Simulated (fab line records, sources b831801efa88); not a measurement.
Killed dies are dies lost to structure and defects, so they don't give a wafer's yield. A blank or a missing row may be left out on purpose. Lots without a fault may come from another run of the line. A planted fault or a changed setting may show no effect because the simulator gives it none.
A struck lot beside a sound one | flow sky130 | 43 steps out of a route of 708
Sound: wafers L586.2, L586.3, L586.6. Struck: wafer L604.4. (L604.3, L604.6 of the same lot were not struck and are left out.) The cause comes at the end.
At each step with rows: each side's tool, then ch and its chambers, then its first start. Under that, the readings that differ: sound wafers | struck wafers | difference of the means | sigmas: that difference in standard deviations of wafers without a fault.
alike: readings whose means differ by less than 2 such deviations, and words and numbers that are the same on both sides. not compared: withheld readings, readings that some wafer has no value for, bounds like >300 that may hide the same value, and numbers for which the record gives no deviation and whose values overlap.
The two part at a step that has a row with sigmas, a row that says differs or no value, or rows on one side only. Numbers that don't overlap but have no deviation are shown without sigmas and don't part them. A reading that every wafer of one side lacks parts them only if that side has two wafers or more.

first, 1 step without rows for these wafers: SKY_LDD_P_IMPLANT_09.
SKY_LDD_P_STRIP_10: strips in O2/N2.
  sound on plasma_asher-02 ch 0, day 21 14:44; struck on plasma_asher-02 ch 0, day 27 09:52
  reading               | sound             | struck | difference | sigmas
  oes_product_au (a.u.) | 0.722 0.720 0.714 | 0.709  | -0.010     | -2
  alike: drypump_motor_current_A, strip_time_to_endpoint_s
  not compared: rf_hours_counter_h
SKY_LDD_P_TW_MEAS_11:
  sound on film_metro-04, day 21 14:51; struck on film_metro-01, day 27 09:58
  alike: LDD_P_TW
then, 7 steps without rows for these wafers: SKY_LDD_HVN_DEHYDRATE_00 (time 60 s); SKY_LDD_HVN_HMDS_01 (prime time 60 s); SKY_LDD_HVN_COAT_02 (resist thk 300 nm); SKY_LDD_HVN_SOFTBAKE_03 (time 60 s); SKY_LDD_HVN_EXPOSE_04 (exposes mask HVNTM, target cd 700 nm); SKY_LDD_HVN_PEB_05; SKY_LDD_HVN_DEVELOP_06 (develop time 60 s).
SKY_LDD_HVN_OVL_MEAS_07:
  sound on overlay-01, day 22 22:25; struck on overlay-01, day 28 15:20
  alike: LDD_HVN_OVL
then, 1 step without rows for these wafers: SKY_LDD_HVN_IMPLANT_08.
SKY_LDD_HVN_STRIP_09: strips in O2/N2.
  sound on plasma_asher-04 ch 1, day 22 22:35; struck on plasma_asher-02 ch 1, day 28 15:32
  alike: drypump_motor_current_A, oes_product_au, strip_time_to_endpoint_s
  not compared: rf_hours_counter_h
SKY_LDD_HVN_TW_MEAS_10:
  sound on film_metro-02, day 22 22:42; struck on film_metro-01, day 28 15:38
  alike: LDD_HVN_TW
then, 7 steps without rows for these wafers: SKY_LDD_HVP_DEHYDRATE_00 (time 60 s); SKY_LDD_HVP_HMDS_01 (prime time 60 s); SKY_LDD_HVP_COAT_02 (resist thk 300 nm); SKY_LDD_HVP_SOFTBAKE_03 (time 60 s); SKY_LDD_HVP_EXPOSE_04 (exposes mask HVPTM, target cd 700 nm); SKY_LDD_HVP_PEB_05; SKY_LDD_HVP_DEVELOP_06 (develop time 60 s).
SKY_LDD_HVP_OVL_MEAS_07:
  sound on overlay-01, day 24 04:29; struck on overlay-02, day 29 19:43
  reading          | sound          | struck | difference | sigmas
  LDD_HVP_OVL (nm) | -1.7 -2.1 -3.0 | 0.6    | +2.9       | +2
then, 1 step without rows for these wafers: SKY_LDD_HVP_IMPLANT_08.
SKY_LDD_HVP_STRIP_09: strips in O2/N2.
  sound on plasma_asher-02 ch 0, day 24 04:40; struck on plasma_asher-01 ch 0, day 29 19:55
  alike: drypump_motor_current_A, oes_product_au, strip_time_to_endpoint_s
  not compared: rf_hours_counter_h
SKY_LDD_HVP_TW_MEAS_10:
  sound on film_metro-02, day 24 04:49; struck on film_metro-02, day 29 20:01
  alike: LDD_HVP_TW
then, 7 steps without rows for these wafers: SKY_LDD_LDN_DEHYDRATE_00 (time 60 s); SKY_LDD_LDN_HMDS_01 (prime time 60 s); SKY_LDD_LDN_COAT_02 (resist thk 1140 nm); SKY_LDD_LDN_SOFTBAKE_03 (time 60 s); SKY_LDD_LDN_EXPOSE_04 (exposes mask LDNTM, target cd 700 nm); SKY_LDD_LDN_PEB_05; SKY_LDD_LDN_DEVELOP_06 (develop time 60 s).
SKY_LDD_LDN_OVL_MEAS_07:
  sound on overlay-01, day 25 10:35; struck on overlay-02, day 31 01:11
  alike: LDD_LDN_OVL
then, 4 steps without rows for these wafers: SKY_LDD_LDN_IMPLANT_08; SKY_LDD_LDN_IMPLANT_09; SKY_LDD_LDN_IMPLANT_10; SKY_LDD_LDN_IMPLANT_11.
SKY_LDD_LDN_STRIP_12: strips in O2/N2.
  sound on plasma_asher-04 ch 0,1, day 25 11:13; struck on plasma_asher-03 ch 0, day 31 01:50
  reading                      | sound             | struck | difference | sigmas
  strip_time_to_endpoint_s (s) | 14.23 14.25 14.26 | 14.13  | -0.12      | -3
  alike: drypump_motor_current_A, oes_product_au
  not compared: rf_hours_counter_h
SKY_LDD_LDN_TW_MEAS_13:
  sound on film_metro-04, day 25 11:19; struck on film_metro-02, day 31 01:56
  alike: LDD_LDN_TW
then, 2 steps without rows for these wafers: SKY_LDD_LDN_CLEAN_14 (cleans in SC1/SC2, time 150 s); SKY_SPACER_CVD_00 (deposits Si3N4 from DCS/NH3, target thk 43.1 nm, time 740 s).
SKY_SPACER_THK_MEAS_01:
  sound on film_metro-04, day 25 12:38; struck on film_metro-03, day 31 03:51
  alike: SPACER_CVD_00_THK
-- the record jumps here: 20 days lie between the struck wafers' starts before and after (it left off in module SPACER and takes up again in module PAD_OPEN, whose first step shown is number 708 of the route) --
SKY_PAD_OPEN_PROBE_99:
  sound on prober-01, day 47 15:27; struck on prober-01, day 51 07:06
  reading             | sound     | struck                   | difference                   | sigmas
  hold                | - - -     | await_dispo/3.1h/release | no value on the sound wafers |
  killed_at_front_end | 14 20 15  | 78                       | +62                          | +12
  killed_dies         | 89 82 103 | 144                      | +53                          | +5
  alike: killed_at_M0_to_M3, killed_at_M4_up, killed_at_contacts, killed_at_other, killed_open, killed_short

WHERE THEY PART
First at SKY_LDD_P_STRIP_10; last, within this record, at SKY_PAD_OPEN_PROBE_99.

WHY: what the simulator had put in
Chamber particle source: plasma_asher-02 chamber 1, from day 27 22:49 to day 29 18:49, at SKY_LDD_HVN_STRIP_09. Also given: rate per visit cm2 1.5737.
